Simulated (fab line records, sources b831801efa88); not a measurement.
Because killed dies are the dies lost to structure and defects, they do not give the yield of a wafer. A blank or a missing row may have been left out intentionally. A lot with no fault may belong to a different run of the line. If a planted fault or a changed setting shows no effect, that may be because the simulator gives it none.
Split-lot trial || flow gf180mcu || 5 lots, 23 wafers read, on a route of 602 steps

## THE SPLIT
At GF_V2_CMP_04 (polishes SiO2), the setting leaveAboveRefNm was moved away from the recipe's 632.5 nm on 7 of the 23 wafers read, by -7.4% to +6.7%. For the rest of the wafers, this setting stayed at what the recipe calls for.

Between the split and the reading, the file records no step.

## THE READING
oesProductAu, in a.u., at GF_V2_ETCH_17 (etches SiO2 in C4F8/O2/Ar, stops on TiN, target depth 630 nm). Fault-free wafers of this fab line usually give 0.855 a.u., standard deviation 0.0045 a.u.

{"wafer": "L074.1", "tool, chamber at the split": "cmp-02, 0", "leaveAboveRefNm as run, nm": 597.4, "against the recipe": "-5.5%", "oesProductAu, a.u.": 0.835, "against lot-mates on the recipe": -0.021}
{"wafer": "L074.2", "tool, chamber at the split": "cmp-02, 2", "leaveAboveRefNm as run, nm": 597.4, "against the recipe": "-5.5%", "oesProductAu, a.u.": 0.829, "against lot-mates on the recipe": -0.027}
{"wafer": "L074.3", "tool, chamber at the split": "cmp-02, 1", "leaveAboveRefNm as run, nm": 632.5, "against the recipe": "recipe", "oesProductAu, a.u.": 0.862, "against lot-mates on the recipe": "-"}
{"wafer": "L074.5", "tool, chamber at the split": "cmp-02, 2", "leaveAboveRefNm as run, nm": 597.4, "against the recipe": "-5.5%", "oesProductAu, a.u.": 0.829, "against lot-mates on the recipe": -0.027}
{"wafer": "L074.6", "tool, chamber at the split": "cmp-02, 3", "leaveAboveRefNm as run, nm": 632.5, "against the recipe": "recipe", "oesProductAu, a.u.": 0.850, "against lot-mates on the recipe": "-"}
{"wafer": "L075.2", "tool, chamber at the split": "cmp-01, 1", "leaveAboveRefNm as run, nm": 632.5, "against the recipe": "recipe", "oesProductAu, a.u.": 0.859, "against lot-mates on the recipe": "-"}
{"wafer": "L075.4", "tool, chamber at the split": "cmp-01, 3", "leaveAboveRefNm as run, nm": 632.5, "against the recipe": "recipe", "oesProductAu, a.u.": 0.852, "against lot-mates on the recipe": "-"}
{"wafer": "L075.5", "tool, chamber at the split": "cmp-01, 2", "leaveAboveRefNm as run, nm": 632.5, "against the recipe": "recipe", "oesProductAu, a.u.": 0.852, "against lot-mates on the recipe": "-"}
{"wafer": "L082.2", "tool, chamber at the split": "cmp-01, 0", "leaveAboveRefNm as run, nm": 632.5, "against the recipe": "recipe", "oesProductAu, a.u.": 0.854, "against lot-mates on the recipe": "-"}
{"wafer": "L082.3", "tool, chamber at the split": "cmp-01, 3", "leaveAboveRefNm as run, nm": 632.5, "against the recipe": "recipe", "oesProductAu, a.u.": 0.854, "against lot-mates on the recipe": "-"}
{"wafer": "L082.4", "tool, chamber at the split": "cmp-01, 1", "leaveAboveRefNm as run, nm": 632.5, "against the recipe": "recipe", "oesProductAu, a.u.": 0.848, "against lot-mates on the recipe": "-"}
{"wafer": "L082.5", "tool, chamber at the split": "cmp-01, 0", "leaveAboveRefNm as run, nm": 632.5, "against the recipe": "recipe", "oesProductAu, a.u.": 0.861, "against lot-mates on the recipe": "-"}
{"wafer": "L082.6", "tool, chamber at the split": "cmp-01, 1", "leaveAboveRefNm as run, nm": 632.5, "against the recipe": "recipe", "oesProductAu, a.u.": 0.847, "against lot-mates on the recipe": "-"}
{"wafer": "L083.1", "tool, chamber at the split": "cmp-01, 3", "leaveAboveRefNm as run, nm": 632.5, "against the recipe": "recipe", "oesProductAu, a.u.": 0.849, "against lot-mates on the recipe": "-"}
{"wafer": "L083.2", "tool, chamber at the split": "cmp-01, 0", "leaveAboveRefNm as run, nm": 632.5, "against the recipe": "recipe", "oesProductAu, a.u.": 0.850, "against lot-mates on the recipe": "-"}
{"wafer": "L083.3", "tool, chamber at the split": "cmp-01, 2", "leaveAboveRefNm as run, nm": 632.5, "against the recipe": "recipe", "oesProductAu, a.u.": 0.858, "against lot-mates on the recipe": "-"}
{"wafer": "L083.4", "tool, chamber at the split": "cmp-01, 1", "leaveAboveRefNm as run, nm": 585.6, "against the recipe": "-7.4%", "oesProductAu, a.u.": 0.827, "against lot-mates on the recipe": -0.025}
{"wafer": "L083.5", "tool, chamber at the split": "cmp-01, 3", "leaveAboveRefNm as run, nm": 585.6, "against the recipe": "-7.4%", "oesProductAu, a.u.": 0.813, "against lot-mates on the recipe": -0.039}
{"wafer": "L085.1", "tool, chamber at the split": "cmp-01, 2", "leaveAboveRefNm as run, nm": 632.5, "against the recipe": "recipe", "oesProductAu, a.u.": 0.859, "against lot-mates on the recipe": "-"}
{"wafer": "L085.2", "tool, chamber at the split": "cmp-01, 3", "leaveAboveRefNm as run, nm": 675.1, "against the recipe": "+6.7%", "oesProductAu, a.u.": 0.885, "against lot-mates on the recipe": "+0.031"}
{"wafer": "L085.3", "tool, chamber at the split": "cmp-01, 1", "leaveAboveRefNm as run, nm": 675.1, "against the recipe": "+6.7%", "oesProductAu, a.u.": 0.891, "against lot-mates on the recipe": "+0.037"}
{"wafer": "L085.5", "tool, chamber at the split": "cmp-01, 2", "leaveAboveRefNm as run, nm": 632.5, "against the recipe": "recipe", "oesProductAu, a.u.": 0.853, "against lot-mates on the recipe": "-"}
{"wafer": "L085.6", "tool, chamber at the split": "cmp-01, 3", "leaveAboveRefNm as run, nm": 632.5, "against the recipe": "recipe", "oesProductAu, a.u.": 0.850, "against lot-mates on the recipe": "-"}

THE FIT
A straight line over all 23 wafers: oesProductAu changes by +0.00461 a.u. for each +1% of leaveAboveRefNm; r = +0.96; the points scatter about the line by 0.005 a.u.
The same after taking each lot's own level away (the mean of its wafers on the recipe; 23 wafers): +0.00465 a.u. for each +1%; r = +0.96; scatter 0.0048 a.u.
That fit puts the effect of the largest move of leaveAboveRefNm on the reading at 0.034 a.u.
Across the lots, their own levels run from 0.8523 to 0.8560 a.u., a range of 0.8 times the standard deviation given above.
The two slopes agree, so the slope changes little with the lot-to-lot level.
Check: for one of the wafers moved furthest among these (-7.4%), held out of the fit, the line's prediction against its lot-mates is -0.0361 a.u. It came out at -0.0253 a.u. against them.

## FURTHER SPLITS ON THESE WAFERS
Other splits were also applied to these wafers ahead of the reading. Each is held against what the fit with the lots' levels taken away leaves over:
{"other split on the same wafers": "GF_M1_SPUTTER_03 chamberPressurePa", "wafers away from the commonest value": 15, "r with oesProductAu (lot level and that fit taken away)": -0.08}
{"other split on the same wafers": "GF_M1_STRIP_17 powerW", "wafers away from the commonest value": 5, "r with oesProductAu (lot level and that fit taken away)": -0.01}
{"other split on the same wafers": "GF_V1_CVD_02 timeS", "wafers away from the commonest value": 5, "r with oesProductAu (lot level and that fit taken away)": -0.12}
{"other split on the same wafers": "GF_V1_COAT_09 resistThkNm", "wafers away from the commonest value": 8, "r with oesProductAu (lot level and that fit taken away)": "+0.01"}

## THE WHOLE CHAIN: every reading that the file lists as answering this split, in the file's order
{"step": "GF_V2_CMP_04", "what it does": "polishes SiO2", "reading": "SiO2_of_V2_CVD_02.thkNm (the simulator's own value, which no gauge read)", "change (the file's fit)": "+6.37 nm for each +1% of the setting", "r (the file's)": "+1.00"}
{"step": "GF_V2_ETCH_17", "what it does": "etches SiO2 in C4F8/O2/Ar, stops on TiN, target depth 630 nm", "reading": "oesProductAu", "change (the file's fit)": "+0.00461 a.u. for each +1% of the setting", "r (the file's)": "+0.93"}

## FILE'S OWN FIT
oesProductAu changes by +0.00461 a.u. for each +1% of leaveAboveRefNm, r = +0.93.
